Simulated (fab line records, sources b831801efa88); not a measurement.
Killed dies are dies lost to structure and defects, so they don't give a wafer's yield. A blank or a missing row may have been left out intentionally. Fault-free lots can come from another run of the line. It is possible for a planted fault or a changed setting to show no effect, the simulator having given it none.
What tool caused it? | flow gf180mcu | 15 lots, 45 wafers sampled, at 4 steps of a route of 602

== WHAT THE GAUGES READ, wafer by wafer ==
GF_MVPSD_OVL_MEAS_07. Usual: for MVPSD_OVL the level is 0.3 nm and the standard deviation is 1.2.
lot  | measured     | on         | MVPSD_OVL (nm) | flag
L146 | day 4 23:10  | overlay-01 | -0.1 2.4 0.4   |
L147 | day 5 06:13  | overlay-01 | 0.2 0.2 -0.5   |
L148 | day 5 08:49  | overlay-02 | -0.8 -1.4 -0.3 |
L149 | day 5 19:13  | overlay-01 | 1.4 0.2 -0.2   |
L151 | day 6 09:49  | overlay-01 | -0.2 -0.8 1.1  |
L150 | day 6 11:46  | overlay-01 | 0.5 2.0 1.8    |
L152 | day 6 14:36  | overlay-01 | -0.8 -1.1 0.4  |
L153 | day 6 19:31  | overlay-02 | -1.4 -1.5 -0.6 |
L154 | day 7 05:04  | overlay-02 | 2.2 1.1 1.0    |
L155 | day 7 09:22  | overlay-01 | -1.9 -1.1 -0.3 |
L156 | day 7 12:13  | overlay-02 | -0.6 -1.8 -2.0 |
L163 | day 9 05:46  | overlay-02 | 0.2 0.9 0.9    |
L164 | day 9 11:21  | overlay-02 | 1.2 1.4 -1.0   |
L165 | day 9 16:31  | overlay-02 | 0.0 0.1 0.7    |
L168 | day 10 11:19 | overlay-01 | 1.8 2.3 3.0    |

GF_VT_IMPLANT_TW_MEAS_43. Usual: for VT_IMPLANT_4_TW the level is 688 and the standard deviation is 3.6.
lot  | measured     | on            | VT_IMPLANT_4_TW | flag
L146 | day 7 10:00  | film metro-04 | 688 692 687     |
L147 | day 7 18:15  | film metro-04 | 688 688 688     |
L148 | day 7 21:28  | film metro-04 | 693 688 690     |
L149 | day 8 09:06  | film metro-02 | 681 685 685     |
L151 | day 9 01:32  | film metro-02 | 685 684 685     |
L150 | day 9 02:37  | film metro-03 | 689 692 695     |
L152 | day 9 08:02  | film metro-02 | 686 688 685     |
L153 | day 9 13:23  | film metro-03 | 693 691 690     |
L154 | day 10 00:35 | film metro-04 | 691 691 689     |
L155 | day 10 03:54 | film metro-03 | 689 688 686     |
L156 | day 10 08:24 | film metro-02 | 686 684 687     |
L163 | day 12 04:48 | film metro-04 | 690 688 686     |
L164 | day 12 11:23 | film metro-04 | 689 688 687     |
L165 | day 12 17:56 | film metro-02 | 683 683 682     |
L168 | day 13 13:00 | film metro-03 | 686 690 689     |

GF_POLY_GATE_CD_MEAS_10 targets a cd of 280 nm. Usual: cd nm 280.1 nm, standard deviation 1.
lot  | measured     | on        | cd nm (nm)        | flag
L146 | day 8 23:44  | cd sem-01 | 280.8 280.6 279.9 |
L147 | day 9 09:21  | cd sem-01 | 278.9 280.6 278.4 |
L148 | day 9 11:57  | cd sem-02 | 277.0 278.5 278.2 |
L149 | day 10 01:55 | cd sem-01 | 281.7 281.3 281.7 |
L151 | day 10 18:22 | cd sem-02 | 280.0 280.3 280.1 |
L150 | day 10 20:19 | cd sem-02 | 280.7 279.8 279.9 |
L152 | day 11 01:49 | cd sem-02 | 280.7 280.8 280.9 |
L153 | day 11 07:19 | cd sem-02 | 280.1 280.4 281.7 |
L154 | day 11 21:34 | cd sem-02 | 278.4 279.5 279.5 |
L155 | day 12 03:52 | cd sem-02 | 279.1 280.6 280.2 |
L156 | day 12 11:49 | cd sem-01 | 281.0 281.1 280.9 |
L163 | day 14 07:04 | cd sem-02 | 279.5 280.4 280.8 |
L164 | day 14 14:33 | cd sem-02 | 280.1 279.5 279.6 |
L165 | day 14 19:45 | cd sem-02 | 279.8 278.7 280.0 |
L168 | day 15 11:37 | cd sem-02 | 279.2 280.4 280.0 |

== EACH LOT AND THE TOOL THAT RAN IT (in order: tool; ch and the chambers of the sampled wafers; start) ==
lot  | GF_DUAL_GATE_SOFTBAKE_07
L146 | litho track-02 ch 0, day 7 20:04
L147 | litho track-03 ch 0, day 8 04:06
L148 | litho track-02 ch 0, day 8 07:41
L149 | litho track-04 ch 0, day 8 19:17
L151 | litho track-03 ch 0, day 9 12:06
L150 | litho track-02 ch 0, day 9 13:23
L152 | litho track-03 ch 0, day 9 18:51
L153 | litho track-03 ch 0, day 10 00:33
L154 | litho track-02 ch 0, day 10 11:20
L155 | litho track-02 ch 0, day 10 16:16
L156 | litho track-02 ch 0, day 10 22:55
L163 | litho track-02 ch 0, day 12 16:37
L164 | litho track-02 ch 0, day 13 05:56
L165 | litho track-02 ch 0, day 13 10:32
L168 | litho track-03 ch 0, day 14 01:56
- GF_DUAL_GATE_SOFTBAKE_07: time 60 s.

== WHAT THE TOOLS THEMSELVES READ (means of the sampled wafers that have a number; where no wafer has one, the mark that the record gives instead) ==
GF_DUAL_GATE_SOFTBAKE_07. Usual: heater power total W 56.60 W, standard deviation 0.044; run length s 89.26 s, standard deviation 0.17.
lot  | tool           | heater power total W (W) | run length s (s) | flag
L146 | litho track-02 | 56.63                    | 89.09            |
L147 | litho track-03 | 56.60                    | 89.32            |
L148 | litho track-02 | 56.60                    | 89.06            |
L149 | litho track-04 | 56.61                    | 89.59            |
L151 | litho track-03 | 56.63                    | 89.32            |
L150 | litho track-02 | 56.60                    | 89.05            |
L152 | litho track-03 | 56.60                    | 89.29            |
L153 | litho track-03 | 56.61                    | 89.30            |
L154 | litho track-02 | 56.62                    | 89.19            |
L155 | litho track-02 | 56.62                    | 89.10            |
L156 | litho track-02 | 56.63                    | 89.11            |
L163 | litho track-02 | 57.55                    | 86.46            | OFF
L164 | litho track-02 | 57.62                    | 86.48            | OFF
L165 | litho track-02 | 57.54                    | 86.35            | OFF
L168 | litho track-03 | 56.59                    | 89.27            |

== THE ANSWER, worked out from the rows above alone ==
Rule: a lot counts as off when the mean over its wafers that have a number is more than 3 standard deviations away from the usual mean. A lot without any number at a reading at which 4 lots or more have one is off too. Any other lot the step has rows for is counted as sound. First the gauges in route order, then the tools' own readings, where a lot's mean is used as printed above. The first step at which some lot is off is used, and at that step the reading that is off furthest; a lot without a number counts as furthest.
Off, at GF_DUAL_GATE_SOFTBAKE_07 on heater power total W: L163, L164, L165.
A tool fits if, at that step or a process step before it, it ran every lot that is off, and no sound lot after the first of them. One fits: litho track-02 at GF_DUAL_GATE_SOFTBAKE_07. A fault onset in the window from L156 (day 10 22:55, its last sound lot) to L163 (day 12 16:37, its first lot off) fits.
The tool's own readings at GF_DUAL_GATE_SOFTBAKE_07 bear it out: on the lots that are off they differ by more than 5 times the standard deviation of the sound lots' means. heater power total W reads 57.57 W there against 56.61 W on the sound lots; run length s reads 86.43 s there against 89.22 s on the sound lots.

== WHAT WAS PUT IN BY THE SIMULATOR ==
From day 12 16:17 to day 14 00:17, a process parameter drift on litho track-02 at GF_DUAL_GATE_SOFTBAKE_07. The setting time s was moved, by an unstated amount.
Lots struck among those shown: L163, L164, L165. The rule given above showed the same thing.
